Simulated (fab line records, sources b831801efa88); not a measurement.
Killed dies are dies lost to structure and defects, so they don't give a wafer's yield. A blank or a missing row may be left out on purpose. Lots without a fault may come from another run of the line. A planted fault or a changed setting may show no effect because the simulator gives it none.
fab line records | flow gf180mcu
record lots=14 wafers=42 last_day=34
route steps=602 shown STI@14 NWELL@44 DUAL_GATE@152
lots that met no fault: from a run of the same line without faults
start_h: hours from the record's first day to the start of the lot's first wafer shown | wait_h: hours since the lot's step before | " the same as in the row above | L1.1+2: a row that stands for several wafers | - no value, or no start given | * or withheld: withheld | < > ~ a bound
route shown NAME@n: a module of which the file shows steps, and the number in the route of the first | usual: mean/standard deviation of fault-free wafers | same: alike in all rows | chamber/n: place in a boat | sites: the reading at each site | _std_site: their standard deviation | _edge_site: outer sites' mean less inner sites' | radius_mm: how far each site lies from the wafer's centre | mask NAME#n: copy n | behind: the tool/chamber that last shaped the wafer | hold: why the lot was held/for how many hours/how that ended | device: the transistor (n, p or np) that didn't switch | end of line: the same wafers' tests at the end of the route | a step without rows: its recipe alone | killed: dies lost to structure and defects at the first sort, not the wafer's yield | map: a wafer's dies, x killed, . not, _ none there
set.NAME: the setting as run; set.NAME@STEP: as run at that earlier step | model.NAME: the simulator's own value behind a step, which no gauge read
steps of the route over a sample of lots; a table a step, a row a wafer
services: from which hour (start_h, from the record's first day; less than 0 if before it) a tool's chamber was out of use, for how many hours, and why
## steps
# step GF_STI_ETCH_13
# recipe chemistry=CHF3/O2 stop_on=Si over_etch_frac=0.3 target_depth_a=2823.1 source_w=600 bias_w=200 pressure_mtorr=40 chf3_flow_sccm=50 O2_flow_sccm=5 time_s=112.9
# usual bias_w=200.0/0.67 drypump_motor_current_A=5.8/0.37 oes_product_au=0.834/0.0054 throttle_valve_pct=8.812/0.0089
# columns lot.wafer tool chamber start_h wait_h bias_w drypump_motor_current_A oes_product_au rf_hours_counter_h throttle_valve_pct
L835.1 rie_diel-03 0 35.72 0.1 201.3 5.7 0.840 141 8.811
L835.3 " 1 " " 199.4 6.3 0.837 81 8.812
L835.4 " 3 " " 200.0 5.2 0.839 3 8.806
L837.1 rie_diel-03 0 45.42 0.1 201.0 5.8 0.831 142 8.807
L837.3 " 3 " " 199.7 5.2 0.832 3 8.803
L837.6 " 1 " " 199.4 6.3 0.833 - 8.810
L840.2 rie_diel-03 1 60.75 0.1 199.4 6.2 0.832 81 8.811
L840.4 " 0 " " 199.6 5.8 0.845 142 8.819
L840.6 " 1 " " 199.9 6.2 0.834 - 8.825
L841.2 rie_diel-03 3 68.43 0.1 200.7 5.2 0.836 4 8.817
L841.5 " 0 " " 200.1 5.8 0.841 - 8.818
L841.6 " 1 " " 200.4 6.3 0.833 - 8.804
L842.3 rie_diel-04 0 72.49 0.1 199.6 5.4 0.831 112 8.802
L842.4 " 3 " " 200.9 5.6 0.841 21 8.803
L842.6 " 3 " " 200.3 5.6 0.829 - 8.808
L843.1 rie_diel-04 1 75.96 0.1 199.5 5.8 0.837 9 8.809
L843.5 " 2 " " 200.0 6.0 0.840 - 8.809
L843.6 " 1 " " 200.4 5.8 0.835 - 8.812
L844.2 rie_diel-03 0 86.31 0.1 199.2 5.7 0.837 142 8.823
L844.3 " 2 " " 199.5 5.7 0.831 6 8.809
L844.5 " 1 " " 199.5 6.3 0.843 - 8.827
L846.1 rie_diel-03 0 92.11 0.1 199.8 5.8 0.829 143 8.816
L846.3 " 2 " " 199.2 5.7 0.835 6 8.807
L846.5 " 1 " " 200.2 6.3 0.829 - 8.802
L847.1 rie_diel-04 0 99.29 0.1 199.7 5.4 0.833 113 8.807
L847.2 " 1 " " 199.8 5.8 0.828 10 8.817
L847.6 " 2 " " 200.3 6.0 0.842 - 8.814
L848.2 rie_diel-03 2 102.28 0.1 200.2 5.7 0.832 7 8.821
L848.4 " 1 " " 200.4 6.2 0.845 - 8.820
L848.6 " 0 " " 200.1 5.8 0.838 - 8.827
L852.1 rie_diel-04 1 122.73 0.1 200.5 5.8 0.820 11 8.809
L852.3 " 0 " " 198.9 5.3 0.833 114 8.804
L852.4 " 0 " " 200.6 5.4 0.829 - 8.833
L853.2 rie_diel-01 2 127.93 0.1 200.5 5.8 0.825 76 8.801
L853.3 " 0 " " 200.4 6.5 0.835 97 8.822
L853.4 " 1 " " 199.5 6.0 0.833 - 8.806
L855.2 rie_diel-01 1 139.03 0.1 200.7 6.0 0.830 31 8.805
L855.5 " 0 " " 199.3 6.5 0.837 - 8.813
L855.6 " 1 " " 200.6 6.0 0.833 - 8.807
L856.1 rie_diel-03 2 146.58 0.1 200.1 5.7 0.840 8 8.810
L856.2 " 3 " " 199.6 5.2 0.837 5 8.815
L856.6 " 1 " " 201.1 6.3 0.836 - 8.820
# step GF_NWELL_COAT_02
# recipe spin_rpm=2000 resist_thk_nm=3000
# usual exhaust_pa=45.1/0.93 resist_line_temp_C=22.99/0.1
# columns lot.wafer tool chamber start_h wait_h exhaust_pa resist_line_temp_C
L835.1 litho_track-04 0 61.54 0.1 44.5 23.02
L835.3 " 0 " " 45.2 22.96
L835.4 " 0 " " 45.3 22.84
L837.1 litho_track-02 0 70.77 0.1 45.2 23.04
L837.3 " 0 " " 45.6 23.13
L837.6 " 0 " " 45.3 22.96
L840.2 litho_track-03 0 89.99 0.1 45.7 22.90
L840.4 " 0 " " 44.7 22.96
L840.6 " 0 " " 46.5 22.82
L841.2 litho_track-04 0 93.77 0.1 46.6 23.06
L841.5 " 0 " " 46.4 22.97
L841.6 " 0 " " 45.8 23.03
L842.3 litho_track-04 0 97.64 0.1 45.9 23.03
L842.4 " 0 " " 44.3 23.08
L842.6 " 0 " " 44.6 23.13
L843.1 litho_track-02 0 102.27 0.1 44.6 22.91
L843.5 " 0 " " 43.2 22.98
L843.6 " 0 " " 45.0 22.83
L844.2 litho_track-04 0 110.77 0.1 45.6 22.93
L844.3 " 0 " " 44.8 22.88
L844.5 " 0 " " 45.1 22.99
L846.1 litho_track-04 0 121.14 0.1 45.9 23.02
L846.3 " 0 " " 46.5 23.12
L846.5 " 0 " " 45.7 23.05
L847.1 litho_track-04 0 125.14 0.1 43.8 23.17
L847.2 " 0 " " 45.1 23.12
L847.6 " 0 " " 45.1 23.00
L848.2 litho_track-02 0 128.94 0.1 45.5 22.98
L848.4 " 0 " " 45.4 22.94
L848.6 " 0 " " 45.8 22.91
L852.1 litho_track-03 0 153.26 0.1 46.5 23.07
L852.3 " 0 " " 45.0 23.14
L852.4 " 0 " " 45.7 23.04
L853.2 litho_track-02 0 155.74 0.1 46.6 23.22
L853.3 " 0 " " 46.6 23.15
L853.4 " 0 " " 46.3 23.10
L855.2 litho_track-03 0 167.49 0.1 44.6 22.91
L855.5 " 0 " " 44.1 23.06
L855.6 " 0 " " 44.6 23.04
L856.1 litho_track-03 0 174.56 0.1 45.0 23.33
L856.2 " 0 " " 45.8 23.17
L856.6 " 0 " " 43.9 22.85
# step GF_NWELL_OVL_MEAS_07
# usual NWELL_OVL=1.0/1.4
# columns lot.wafer tool chamber start_h wait_h NWELL_OVL[nm]
L835.1 overlay-01 - 67.92 - -0.4
L835.3 " - " " 0.7
L835.4 " - " " -0.8
L837.1 overlay-01 - 77.24 - 2.5
L837.3 " - " " 1.4
L837.6 " - " " 2.1
L840.2 overlay-02 - 96.92 - 3.7
L840.4 " - " " 1.8
L840.6 " - " " 2.8
L841.2 overlay-01 - 101.05 - -0.7
L841.5 " - " " 0.7
L841.6 " - " " 1.1
L842.3 overlay-01 - 104.53 - 1.5
L842.4 " - " " 1.8
L842.6 " - " " 1.9
L843.1 overlay-01 - 109.06 - 1.4
L843.5 " - " " 1.8
L843.6 " - " " -0.2
L844.2 overlay-02 - 118.65 - 4.2
L844.3 " - " " 4.2
L844.5 " - " " 2.9
L846.1 overlay-02 - 128.46 - 1.6
L846.3 " - " " -1.6
L846.5 " - " " -1.0
L847.1 overlay-02 - 132.62 - 1.7
L847.2 " - " " 0.4
L847.6 " - " " 1.2
L848.2 overlay-02 - 136.65 - 0.4
L848.4 " - " " 2.5
L848.6 " - " " 1.7
L852.1 overlay-01 - 160.94 - -0.1
L852.3 " - " " -2.3
L852.4 " - " " -0.5
L853.2 overlay-01 - 163.87 - 1.1
L853.3 " - " " 1.9
L853.4 " - " " 1.7
L855.2 overlay-02 - 175.27 - 1.5
L855.5 " - " " 1.7
L855.6 " - " " 0.2
L856.1 overlay-02 - 182.71 - 1.8
L856.2 " - " " 1.1
L856.6 " - " " 1.7
# step GF_NWELL_STRIP_10
# recipe chemistry=O2/N2 power_w=1400 pressure_mtorr=1500 platen_temp_c=250 o2_flow_sccm=3000 n2_flow_sccm=300 overash_fraction=0.5
# usual drypump_motor_current_A=6.05/0.29 heater_power_w=334/38 oes_product_au=0.723/0.0046 strip_time_to_endpoint_s=36.95/0.14
# same overash_fraction=0.5
# columns lot.wafer tool chamber start_h wait_h drypump_motor_current_A heater_power_w oes_product_au rf_hours_counter_h strip_time_to_endpoint_s
L835.1 plasma_asher-04 1 68.25 0.1 6.08 299 0.722 41 36.91
L835.3 " 1 " " 6.11 295 0.720 - 36.84
L835.4 " 0 " " 6.20 309 0.725 - 36.95
L837.1 plasma_asher-01 1 77.58 0.1 5.63 376 0.729 42 36.85
L837.3 " 0 " " 6.47 387 0.715 - 36.82
L837.6 " 1 " " 5.56 381 0.727 - 36.82
L840.2 plasma_asher-01 0 97.25 0.1 6.46 375 0.722 44 36.94
L840.4 " 0 " " 6.46 391 0.723 - 37.01
L840.6 " 0 " " 6.43 381 0.723 - 36.95
L841.2 plasma_asher-01 0 101.38 0.1 6.46 386 0.720 44 36.79
L841.5 " 1 " " 5.59 380 0.730 - 36.82
L841.6 " 0 " " 6.48 378 0.726 - 36.87
L842.3 plasma_asher-03 0 104.88 0.1 6.00 300 0.714 - 36.83
L842.4 " 1 " " 5.66 312 0.731 - 36.78
L842.6 " 0 " " 6.01 288 0.724 - 36.93
L843.1 plasma_asher-04 1 109.40 0.1 6.08 297 0.732 45 37.24
L843.5 " 0 " " 6.19 322 0.720 - 37.12
L843.6 " 1 " " 6.09 308 0.733 - 37.07
L844.2 plasma_asher-01 1 118.98 0.1 5.62 380 0.718 46 36.77
L844.3 " 1 " " 5.58 385 0.721 - 36.90
L844.5 " 1 " " 5.58 370 0.721 - 36.88
L846.1 plasma_asher-01 0 128.80 0.1 6.44 387 0.717 47 19.54
L846.3 " 0 " " 6.46 379 0.718 - 19.51
L846.5 " 0 " " 6.45 377 0.718 - 19.51
L847.1 plasma_asher-04 1 132.95 0.1 6.07 285 0.716 47 19.54
L847.2 " 0 " " 6.18 313 0.716 47 19.56
L847.6 " 0 " " 6.18 310 0.717 - 19.49
L848.2 plasma_asher-04 1 136.98 0.1 6.10 297 0.720 48 37.11
L848.4 " 0 " " 6.19 314 0.725 - 37.17
L848.6 " 1 " " 6.10 291 0.721 - 37.03
L852.1 plasma_asher-04 1 161.28 0.1 6.10 297 0.714 50 36.82
L852.3 " 0 " " 6.20 316 0.722 - 36.90
L852.4 " 1 " " 6.09 290 0.722 - 36.82
L853.2 plasma_asher-04 1 164.20 0.1 6.09 301 0.713 50 36.94
L853.3 " 1 " " 6.09 297 0.729 - 36.96
L853.4 " 0 " " 6.20 328 0.720 - 36.88
L855.2 plasma_asher-04 0 175.60 0.1 6.19 310 0.727 52 36.91
L855.5 " 0 " " 6.18 317 0.726 - 36.95
L855.6 " 1 " " 6.05 290 0.721 - 36.93
L856.1 plasma_asher-01 1 183.05 0.1 5.59 383 0.723 53 36.97
L856.2 " 0 " " 6.44 384 0.723 53 36.92
L856.6 " 0 " " 6.46 392 0.718 - 36.89
# step GF_DUAL_GATE_OVL_MEAS_11
# usual DUAL_GATE_OVL=0.4/1.3
# columns lot.wafer tool chamber start_h wait_h DUAL_GATE_OVL[nm]
L835.1 overlay-02 - 188.92 0.1 3.1
L835.3 " - " " 2.4
L835.4 " - " " 2.7
L837.1 overlay-02 - 201.27 0.1 1.4
L837.3 " - " " 0.0
L837.6 " - " " 0.4
L840.2 overlay-01 - 226.97 0.1 0.2
L840.4 " - " " 0.5
L840.6 " - " " -0.7
L841.2 overlay-01 - 231.12 0.1 1.1
L841.5 " - " " -1.0
L841.6 " - " " 0.9
L842.3 overlay-01 - 235.77 0.1 1.0
L842.4 " - " " 0.9
L842.6 " - " " 2.1
L843.1 overlay-01 - 241.91 0.1 2.6
L843.5 " - " " 2.3
L843.6 " - " " 1.9
L844.2 overlay-02 - 251.97 0.1 0.5
L844.3 " - " " 0.5
L844.5 " - " " -1.0
L846.1 overlay-02 - 267.32 0.1 0.7
L846.3 " - " " 1.1
L846.5 " - " " 1.4
L847.1 overlay-02 - 271.72 0.1 0.7
L847.2 " - " " -2.4
L847.6 " - " " -0.6
L848.2 overlay-02 - 279.27 0.1 0.8
L848.4 " - " " 1.1
L848.6 " - " " 1.5
L852.1 overlay-02 - 311.11 0.1 -0.4
L852.3 " - " " 1.6
L852.4 " - " " 0.2
L853.2 overlay-02 - 313.27 0.1 -2.2
L853.3 " - " " -1.8
L853.4 " - " " 0.5
L855.2 overlay-02 - 331.58 0.1 -0.5
L855.5 " - " " -2.1
L855.6 " - " " -1.2
L856.1 overlay-02 - 339.92 0.1 -0.6
L856.2 " - " " -1.7
L856.6 " - " " -0.6
## services
# columns tool chamber start_h hours kind
rie_diel-03 2 16.59 4.7 repair
plasma_asher-01 - 19.13 2.8 pm
rie_diel-03 2 50.05 6.7 repair
plasma_asher-01 - 52.35 13.1 repair
litho_track-02 - 69.69 - consumable_replace:filter
rie_diel-04 - 73.69 1.3 repair
rie_diel-04 3 83.27 39.9 repair
rie_diel-01 - 87.20 0.7 repair
rie_diel-03 3 101.72 2.4 repair
plasma_asher-03 - 108.75 9.0 pm
plasma_asher-03 0 108.75 9.0 vent_cycle
plasma_asher-03 1 108.75 9.0 vent_cycle
rie_diel-01 3 108.92 28.2 repair
plasma_asher-03 0 117.75 - clean
plasma_asher-03 1 117.75 - clean
plasma_asher-01 - 134.26 2.2 repair
rie_diel-04 2 135.07 - clean
rie_diel-04 2 135.07 15.0 scheduled_down
rie_diel-04 2 135.07 15.0 vent_cycle
rie_diel-01 - 137.64 0.8 repair
rie_diel-04 3 151.30 8.1 repair
rie_diel-04 1 158.24 4.0 repair
rie_diel-01 - 164.35 28.1 pm
## key
first_sign step=GF_NWELL_STRIP_10 reading=strip_time_to_endpoint_s direction=down sigmas=99+ usual=* struck=*
effect none on later readings
met_at GF_NWELL_COAT_02
struck_lots L846,L847
sort_left_out L846.1,L846.3,L846.5,L847.1,L847.2,L847.6
tester_left_out L846,L847
not_acting_at GF_STI_ETCH_13,GF_NWELL_OVL_MEAS_07,GF_DUAL_GATE_OVL_MEAS_11
onset_between 110.77 121.14
fault kind=process_parameter_drift tool=litho_track-04 chamber=- onset_h=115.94 steps=GF_NWELL_COAT_02 channel=resist_thk_nm offset=* shape=step end_h=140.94 acts_in=* stated=*
# tester_left_out: of these lots the tester's yield and bins aren't shown, on N5 and GAA mostly nor the transistor test; their killed dies are dies lost to structure and defects alone, not to doping, threshold or leakage, so they don't give the yield
# sort_left_out: the simulated sort isn't trusted on such a fault, so these wafers' sort isn't shown, and their yield isn't known
